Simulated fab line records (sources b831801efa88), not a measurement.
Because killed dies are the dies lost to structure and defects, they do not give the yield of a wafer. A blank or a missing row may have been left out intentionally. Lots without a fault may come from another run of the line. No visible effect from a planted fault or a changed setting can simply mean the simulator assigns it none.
Which tool is to blame? | flow sky130 | 36 wafers sampled from 12 lots at 1 step of a route of 708

## WHAT THE GAUGES SHOWED, per wafer
SKY_CONTACT_OVL_MEAS_15.
lot  | measured     | on         | CONTACT_OVL (nm)
L075 | day 32 01:57 | overlay-02 | 2 1 3
L077 | day 32 16:48 | overlay-02 | 2 1 5
L079 | day 33 01:23 | overlay-01 | 7 2 7
L081 | day 33 17:19 | overlay-02 | 6 9 10
L083 | day 34 09:35 | overlay-02 | 12 14 9
L085 | day 35 02:17 | overlay-01 | 5 10 4
L087 | day 35 22:06 | overlay-02 | -4 3 5
L091 | day 36 20:02 | overlay-01 | 2 8 0
L089 | day 36 22:31 | overlay-01 | 4 0 1
L093 | day 38 03:53 | overlay-01 | 14 16 4
L095 | day 38 05:39 | overlay-02 | -2 10 1
L097 | day 38 14:03 | overlay-02 | 2 3 2

## WHAT TOOL EACH LOT RAN ON (gives the tool, then ch and the chambers of the sampled wafers, and finally the start)
There is no process step in the record ahead of these readings.

## THE ANSWER, worked out from the rows above alone
Rule: the usual values come from the lots themselves. Put in order of their means at a reading, lots are off if they are a third of the lots or fewer, leave a main group of 4 or more, and stand apart from it by a gap of 3 or more times the standard deviation of the main group's means; of several such gaps the widest counts. A main group is skipped when, at the precision printed for the reading in the tables above, its means are all equal. Also off: a lot with no number at a reading for which 4 or more lots have one. Any other lot the step has rows for is counted as sound.
Across all readings shown, no lot is off: no conclusion can be drawn from this.

## WHAT WAS PUT IN BY THE SIMULATOR
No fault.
